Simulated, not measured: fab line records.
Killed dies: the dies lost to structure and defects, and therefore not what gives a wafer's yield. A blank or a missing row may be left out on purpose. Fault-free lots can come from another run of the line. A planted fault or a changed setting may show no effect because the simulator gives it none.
fab line records ; flow sky130
[record] lots = 12; wafers = 34; lastDay = 50
route steps=708 shown LDD_LDN@296 LI_CONTACT@368 LOCAL_INTERCONNECT@400 VIA1@460 PAD_OPEN@708
lots with no fault: from the same line, run without faults
startH: hours from the record's opening day to when the first of the lot's shown wafers began ; waitH: time in hours since the lot's previous step ; " unchanged from the row above ; L1.1+2: one row covering several wafers at once ; - no value present, or no start provided ; * or withheld: withheld ; < > ~ a bound
route shown NAME@n: NAME is a module with steps in the file, n the number in the route of the first one ; usual: mean/standard deviation of fault-free wafers ; same: alike in all rows ; chamber/n: place in a boat ; sites: the reading at each site ; _std_site: standard deviation across them ; _edge_site: inner sites' mean taken away from outer sites' mean ; radiusMm: how far each site lies from the wafer's centre ; mask NAME#n: copy n ; behind: tool/chamber where the wafer was last shaped ; hold: the reason the lot was held/the length of the hold in hours/how it ended ; device: transistor that didn't switch, given as n, p or np ; end of line: tests of these same wafers at the route's end ; a step given without rows: its recipe and nothing more ; killed: count of dies lost to structure and defects at first sort (not the wafer's yield) ; map: a wafer's dies, marking killed ones x, the rest . and places with no die _
set.NAME: setting as actually run; set.NAME@STEP: the setting as run at that earlier step ; model.NAME: the simulator's own value behind a step, which no gauge read
steps of the route over a sample of lots; a table a step, a row a wafer
services: the hour from which a tool's chamber was out of use, counted from the record's first day as startH (under 0 if before that day), plus the number of hours and why
[[steps]]
[step SKY_LDD_LDN_OVL_MEAS_07]
[usual] LDD_LDN_OVL = 0.0/1.2
lot.wafer;tool;chamber;startH;waitH;LDD_LDN_OVL[nm]
L584.2;overlay-01;-;517.18;0.1;1.7
L584.3;overlay-01;-;517.18;0.1;2.4
L584.5;overlay-01;-;517.18;0.1;1.9
L585.1;overlay-02;-;540.35;0.1;0.1
L585.4;overlay-02;-;540.35;0.1;-1.2
L585.5;overlay-02;-;540.35;0.1;-1.4
L586.1;overlay-02;-;568.50;0.1;-1.7
L586.4;overlay-02;-;568.50;0.1;-1.2
L586.6;overlay-02;-;568.50;0.1;-0.9
L588.2;overlay-02;-;579.07;0.1;-0.7
L588.5;overlay-02;-;579.07;0.1;-1.9
L588.6;overlay-02;-;579.07;0.1;-0.2
L587.3;overlay-02;-;580.86;0.1;0.4
L587.6;overlay-02;-;580.86;0.1;1.8
L590.1;overlay-02;-;597.40;0.1;-0.2
L590.3;overlay-02;-;597.40;0.1;2.0
L590.4;overlay-02;-;597.40;0.1;0.8
L591.2;overlay-01;-;598.23;0.1;0.9
L591.3;overlay-01;-;598.23;0.1;1.3
L593.4;overlay-02;-;608.04;0.1;2.0
L593.5;overlay-02;-;608.04;0.1;0.2
L593.6;overlay-02;-;608.04;0.1;0.4
L603.2;overlay-02;-;687.28;0.1;-2.2
L603.3;overlay-02;-;687.28;0.1;-0.6
L603.6;overlay-02;-;687.28;0.1;-1.2
L604.2;overlay-01;-;694.71;0.1;-1.6
L604.5;overlay-01;-;694.71;0.1;-1.5
L604.6;overlay-01;-;694.71;0.1;-1.8
L606.3;overlay-01;-;697.11;0.1;0.7
L606.5;overlay-01;-;697.11;0.1;0.9
L606.6;overlay-01;-;697.11;0.1;0.0
L607.1;overlay-01;-;700.11;0.1;-0.2
L607.3;overlay-01;-;700.11;0.1;1.3
L607.5;overlay-01;-;700.11;0.1;1.1
[step SKY_LI_CONTACT_COAT_06]
[recipe] resist = BARC; tempC = withheld; timeS = withheld; spinRpm = 3000; resistThkNm = 60
lot.wafer;tool;chamber;startH;waitH
L584.2+3+5;lithoTrack-01;0;655.33;0.1
L585.1+4+5;lithoTrack-03;0;669.42;0.1
L586.1+4+6;lithoTrack-03;0;698.72;0.1
L588.2+5+6;lithoTrack-04;0;710.99;0.1
L587.3+6;lithoTrack-03;0;713.62;0.1
L590.1+3+4;lithoTrack-03;0;726.17;0.1
L591.2+3;lithoTrack-03;0;728.14;0.1
L593.4+5+6;lithoTrack-01;0;737.98;0.1
L603.2+3+6;lithoTrack-03;0;810.44;0.1
L604.2+5+6;lithoTrack-04;0;820.94;0.1
L606.3+5+6;lithoTrack-03;0;821.12;0.1
L607.1+3+5;lithoTrack-03;0;824.52;0.1
[step SKY_LI_CONTACT_ETCH_14]
[recipe] chemistry = N2/H2; target = BARC; ionEnergyEv = 200; sourceW = 500; biasW = 100; pressureMtorr = 30; n2FlowSccm = 100; h2FlowSccm = 200; stopOn = SiO2; timeS = 45.9; targetDepthA = 600
[usual] drypumpMotorCurrentA = 5.7/0.47; h2FlowSccm = 200.0/0.63; oesProductAu = 0.855/0.0052; throttleValvePct = 13.224/0.01
lot.wafer;tool;chamber;startH;waitH;drypumpMotorCurrentA;h2FlowSccm;oesProductAu;rfHoursCounterH;throttleValvePct
L584.2;rieDiel-03;2;668.97;0.0;6.0;198.9;0.849;14;13.215
L584.3;rieDiel-03;1;668.97;0.0;6.3;201.3;0.844;4;13.220
L584.5;rieDiel-03;2;668.97;0.0;6.0;198.7;0.852;-;13.237
L585.1;rieDiel-01;2;683.72;0.0;5.9;200.1;0.851;5;13.233
L585.4;rieDiel-01;3;683.72;0.0;5.1;200.4;0.862;23;13.223
L585.5;rieDiel-01;3;683.72;0.0;5.1;201.5;0.851;-;13.224
L586.1;rieDiel-02;2;712.62;0.0;5.8;200.3;0.855;5;13.243
L586.4;rieDiel-02;0;712.62;0.0;5.1;200.3;0.857;11;13.209
L586.6;rieDiel-02;1;712.62;0.0;5.3;200.1;0.848;-;13.223
L588.2;rieDiel-03;3;726.02;0.0;5.9;200.5;0.853;15;13.215
L588.5;rieDiel-03;1;726.02;0.0;6.3;200.0;0.862;-;13.206
L588.6;rieDiel-03;2;726.02;0.0;6.0;200.1;0.861;-;13.221
L587.3;rieDiel-03;3;727.98;0.0;5.9;200.2;0.828;15;13.237
L587.6;rieDiel-03;2;727.98;0.0;6.1;200.0;0.855;-;13.221
L590.1;rieDiel-01;0;739.57;0.0;6.6;199.8;0.823;34;13.228
L590.3;rieDiel-01;1;739.57;0.0;6.0;200.2;0.830;0;13.220
L590.4;rieDiel-01;3;739.57;0.0;5.1;200.3;0.855;25;13.231
L591.2;rieDiel-03;3;742.11;0.0;5.9;200.3;0.855;16;13.227
L591.3;rieDiel-03;2;742.11;0.0;6.0;201.2;0.830;16;13.211
L593.4;rieDiel-02;3;752.51;0.0;5.2;200.2;0.854;26;13.236
L593.5;rieDiel-02;1;752.51;0.0;5.3;199.2;0.852;-;13.228
L593.6;rieDiel-02;0;752.51;0.0;5.1;199.9;0.864;-;13.217
L603.2;rieDiel-03;3;823.23;0.0;5.9;200.3;0.851;18;13.204
L603.3;rieDiel-03;1;823.23;0.0;6.3;198.7;0.850;9;13.223
L603.6;rieDiel-03;0;823.23;0.0;5.7;200.9;0.860;-;13.223
L604.2;rieDiel-02;2;835.63;0.0;5.7;200.2;0.851;8;13.243
L604.5;rieDiel-02;1;835.63;0.0;5.3;200.0;0.853;-;13.206
L604.6;rieDiel-02;0;835.63;0.0;5.1;200.7;0.858;-;13.210
L606.3;rieDiel-01;1;835.91;0.0;6.0;200.9;0.856;3;13.233
L606.5;rieDiel-01;1;835.91;0.0;6.0;199.8;0.844;-;13.196
L606.6;rieDiel-01;2;835.91;0.0;5.9;199.6;0.857;-;13.219
L607.1;rieDiel-03;2;838.86;0.0;6.1;199.4;0.855;19;13.226
L607.3;rieDiel-03;3;838.86;0.0;5.9;200.8;0.857;19;13.219
L607.5;rieDiel-03;1;838.86;0.0;6.3;199.4;0.858;-;13.209
[step SKY_LOCAL_INTERCONNECT_ETCH_13]
[recipe] chemistry = N2/H2; target = BARC; ionEnergyEv = 200; biasW = 100; pressureMtorr = 30; n2FlowSccm = 100; h2FlowSccm = 200; icpW = 500; stopOn = SiO2; timeS = 45.9; targetDepthA = 600
[usual] drypumpMotorCurrentA = 6.28/0.29; h2FlowSccm = 200.0/0.65; oesProductAu = 0.855/0.0043; throttleValvePct = 13.224/0.0089
lot.wafer;tool;chamber;startH;waitH;drypumpMotorCurrentA;h2FlowSccm;oesProductAu;rfHoursCounterH;throttleValvePct
L584.2;rieMetal-04;1;697.43;0.0;6.39;200.7;0.849;14;13.201
L584.3;rieMetal-04;0;697.43;0.0;6.32;199.9;0.847;-;13.229
L584.5;rieMetal-04;1;697.43;0.0;6.39;200.0;0.853;-;13.222
L585.1;rieMetal-04;0;711.71;0.0;6.34;200.6;0.853;5;13.224
L585.4;rieMetal-04;0;711.71;0.0;6.36;200.4;0.855;-;13.225
L585.5;rieMetal-04;0;711.71;0.0;6.33;200.6;0.856;-;13.220
L586.1;rieMetal-03;0;741.46;0.0;5.79;199.4;0.856;9;13.237
L586.4;rieMetal-03;1;741.46;0.0;6.52;199.9;0.866;-;13.227
L586.6;rieMetal-03;1;741.46;0.0;6.49;199.8;0.861;-;13.223
L588.2;rieMetal-03;1;753.98;0.0;6.56;200.0;0.859;12;13.223
L588.5;rieMetal-03;1;753.98;0.0;6.53;200.0;0.855;-;13.232
L588.6;rieMetal-03;0;753.98;0.0;5.81;198.9;0.860;-;13.217
L587.3;rieMetal-04;1;755.60;0.0;6.40;199.7;0.859;-;13.218
L587.6;rieMetal-04;0;755.60;0.0;6.37;199.7;0.853;-;13.220
L590.1;rieMetal-03;1;766.18;0.0;6.53;198.6;0.856;12;13.218
L590.3;rieMetal-03;0;766.18;0.0;5.80;199.2;0.846;-;13.237
L590.4;rieMetal-03;1;766.18;0.0;6.51;199.9;0.856;-;13.226
L591.2;rieMetal-04;0;769.46;0.0;6.35;200.3;0.857;7;13.237
L591.3;rieMetal-04;1;769.46;0.0;6.33;200.4;0.862;-;13.220
L593.4;rieMetal-01;1;780.15;0.0;6.61;200.2;0.863;-;13.211
L593.5;rieMetal-01;1;780.15;0.0;6.62;200.3;0.860;-;13.236
L593.6;rieMetal-01;0;780.15;0.0;6.00;199.8;0.849;-;13.235
L603.2;rieMetal-03;0;850.13;0.0;5.81;200.5;0.853;13;13.234
L603.3;rieMetal-03;0;850.13;0.0;5.80;200.7;0.856;-;13.236
L603.6;rieMetal-03;1;850.13;0.0;6.54;200.1;0.854;-;13.235
L604.2;rieMetal-01;1;862.93;0.0;6.61;200.4;0.848;15;13.228
L604.5;rieMetal-01;0;862.93;0.0;5.97;200.1;0.848;-;13.228
L604.6;rieMetal-01;1;862.93;0.0;6.63;199.6;0.854;-;13.220
L606.3;rieMetal-04;0;863.13;0.0;6.32;199.9;0.856;-;13.244
L606.5;rieMetal-04;0;863.13;0.0;6.33;199.0;0.860;-;13.232
L606.6;rieMetal-04;1;863.13;0.0;6.34;199.7;0.860;-;13.215
L607.1;rieMetal-04;1;865.76;0.0;6.34;199.4;0.850;4;13.233
L607.3;rieMetal-04;1;865.76;0.0;6.38;199.9;0.856;-;13.213
L607.5;rieMetal-04;0;865.76;0.0;6.32;199.5;0.856;-;13.230
[step SKY_VIA1_CMP_02]
[recipe] material = SiO2; downForcePsi = 4; platenRpm = 60; padVelocityMS = 0.94248
[usual] edgeZonePressureFrac = 1.000/0.0057; motorCurrentA = 11.7/1.4
lot.wafer;tool;chamber;startH;waitH;edgeZonePressureFrac;motorCurrentA
L584.2;cmp-02;0;755.46;0.1;1.009;11.0
L584.3;cmp-02;1;755.46;0.1;0.999;9.5
L584.5;cmp-02;3;755.46;0.1;1.005;11.3
L585.1;cmp-01;1;767.96;0.1;1.006;12.0
L585.4;cmp-01;2;767.96;0.1;0.993;13.6
L585.5;cmp-01;0;767.96;0.1;0.986;14.1
L586.4;cmp-01;3;795.77;0.1;1.002;11.1
L586.1;cmp-01;1;795.77;0.1;1.003;11.8
L586.6;cmp-01;3;795.77;0.1;0.994;11.3
L588.2;cmp-02;0;810.67;0.1;1.004;10.7
L588.5;cmp-02;3;810.67;0.1;1.008;11.4
L588.6;cmp-02;0;810.67;0.1;1.007;10.8
L587.3;cmp-02;1;812.57;0.1;0.995;9.5
L587.6;cmp-02;0;812.57;0.1;1.000;10.7
L590.4;cmp-02;0;821.75;0.0;1.003;11.1
L590.1;cmp-02;1;821.75;0.0;0.996;9.5
L590.3;cmp-02;3;821.75;0.0;0.989;11.7
L591.2;cmp-01;2;825.86;0.1;1.002;13.8
L591.3;cmp-01;0;825.86;0.1;1.001;13.7
L593.4;cmp-01;1;836.58;0.2;1.007;11.8
L593.5;cmp-01;2;836.58;0.2;0.991;13.8
L593.6;cmp-01;3;836.58;0.2;1.008;11.6
L603.2;cmp-02;1;906.29;0.0;1.002;9.5
L603.3;cmp-02;3;906.29;0.0;1.000;11.2
L603.6;cmp-02;2;906.29;0.0;1.010;11.5
L604.2;cmp-01;2;917.81;0.1;1.003;14.0
L604.6;cmp-01;1;917.81;0.1;1.006;11.4
L604.5;cmp-01;2;917.81;0.1;0.997;13.1
L606.3;cmp-02;3;920.83;0.1;1.003;11.6
L606.5;cmp-02;1;920.83;0.1;0.993;9.5
L606.6;cmp-02;2;920.83;0.1;0.995;11.6
L607.3;cmp-01;2;921.56;0.0;1.012;13.8
L607.1;cmp-01;0;921.56;0.0;0.999;13.3
L607.5;cmp-01;3;921.56;0.0;0.998;11.3
[step SKY_PAD_OPEN_PROBE_99]
[usual] killed_at_M0_to_M3 = 42/6.1; killed_at_M4_up = 3.3/1.7; killedAtContacts = 25/5.4; killedAtFrontEnd = 16/4.6; killedAtOther = 0.4/0.55; killedDies = 87/8.8; killedOpen = 47/7.1; killedShort = 40/5.8
[same] grossDies = 492; killedAtBackSide = 0
lot.wafer;tool;chamber;startH;waitH;killed_at_M0_to_M3;killed_at_M4_up;killedAtContacts;killedAtFrontEnd;killedAtOther;killedDies;killedOpen;killedShort
L593.5;prober-02;-;1130.07;0.2;38;3;29;15;0;85;48;35
// killed by level:class
L593.5 CONTACT:geometricParticle:open=11 LI_CONTACT:geometricParticle:open=9 VIA2:geometricParticle:open=7 LI_CONTACT:geometricParticle:short=6 VIA1:geometricParticle:open=5 VIA1:geometricParticle:short=4 METAL2:geometricParticle:short=4 VIA2:geometricParticle:short=4
[[services]]
tool;chamber;startH;hours;kind
rieDiel-03;3;632.03;3.8;repair
cmp-02;-;650.77;0.5;repair
cmp-01;-;661.20;2.4;repair
rieDiel-03;0;694.69;17.0;repair
cmp-02;-;709.12;4.5;pm
rieDiel-03;0;712.53;45.7;repair
rieDiel-03;3;717.16;5.0;repair
cmp-01;-;739.46;2.1;repair
cmp-01;-;748.47;4.0;pm
rieMetal-04;-;752.19;2.8;pm
rieMetal-04;-;793.48;0.8;repair
cmp-01;-;797.47;6.1;pm
cmp-01;-;803.60;4.8;pm
cmp-02;-;803.77;0.6;repair
cmp-01;-;804.68;4.7;repair
rieMetal-04;-;835.12;4.3;pm
cmp-01;-;844.00;0.2;repair
cmp-02;-;849.99;1.4;repair
cmp-02;-;855.26;1.8;repair
rieMetal-03;-;865.37;1.2;repair
cmp-02;-;877.77;1.3;repair
rieDiel-03;-;883.92;0.4;repair
rieMetal-03;-;895.28;28.1;pm
cmp-02;-;912.00;4.0;pm
[[key]]
[firstSign] step = SKY_LI_CONTACT_ETCH_14; reading = oesProductAu; direction = down; sigmas = 5.2; usual = 0.855; struck = 0.828
effect none on later readings
metAt SKY_LI_CONTACT_COAT_06
struckLots L587,L590,L591
struckWafers L587.3,L590.1,L590.3,L591.3
testerLeftOut L587,L590,L591
notActingAt SKY_LDD_LDN_OVL_MEAS_07,SKY_LOCAL_INTERCONNECT_ETCH_13,SKY_VIA1_CMP_02
onsetBetween 698.72 713.62
[fault] kind = processParameterDrift; tool = lithoTrack-03; chamber = -; onsetH = 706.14; steps = SKY_LI_CONTACT_COAT_06; channel = resistThkNm; offset = -3.4573; shape = step; endH = 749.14; scope = struckWafersOnly; actsIn = theseRecipesOnly; stated = 60
// testerLeftOut: of these lots the tester's yield and bins aren't shown, on N5 and GAA mostly nor the transistor test; their killed dies are dies lost to structure and defects alone, not to doping, threshold or leakage, so they don't give the yield
